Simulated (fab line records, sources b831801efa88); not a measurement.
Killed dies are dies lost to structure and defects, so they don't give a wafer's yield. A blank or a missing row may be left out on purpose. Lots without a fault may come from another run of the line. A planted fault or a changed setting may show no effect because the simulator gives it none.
Chamber matching | flow sky130 | SKY_PAD_OPEN_ETCH_07 on rie_diel-03: 3 sister chambers
The step etches the open film in CF4/O2, stops on AlCu, target depth 725 nm, time 161.1 s. 3 wafers are shown with their chamber, then 6 later ones without.

WAFERS WITH THEIR CHAMBER
wafer  | chamber | drypump_motor_current_A (A)
L080.2 | 0       | 5.1
L080.4 | 1       | 4.8
L084.1 | 3       | 5.8

WAFERS WITHOUT THEIR CHAMBER
wafer  | drypump_motor_current_A (A)
L084.6 | 4.7
L093.2 | 5.1
L093.5 | 5.1
L097.1 | 5.0
L097.3 | 5.9
L097.5 | 4.7

WHICH CHAMBER EACH WENT THROUGH
wafer  | from the rows above     | in truth
L084.6 | 1                       | 1
L093.2 | 0                       | 0
L093.5 | 0                       | 0
L097.1 | can't be placed: 0 or 1 | 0
L097.3 | 3                       | 3
L097.5 | 1                       | 1
Placed correctly: 5 of 6. Can't be placed from these rows: 1 (the true chamber is among the candidates in 1). Placed wrongly: 0.
How it was worked out, from the rows above alone: a wafer's distance from a chamber is the root of the sum, over the readings, of the square of ((its reading less the chamber's mean) divided by the reading's scatter). The wafer belongs to the nearest chamber; if the next one is less than 2 further off, it can't be placed. A chamber's mean is the mean of its shown wafers. The scatter: with one shown wafer a chamber, the root of the mean of the squares of how far each hidden wafer lies from its nearest shown one.
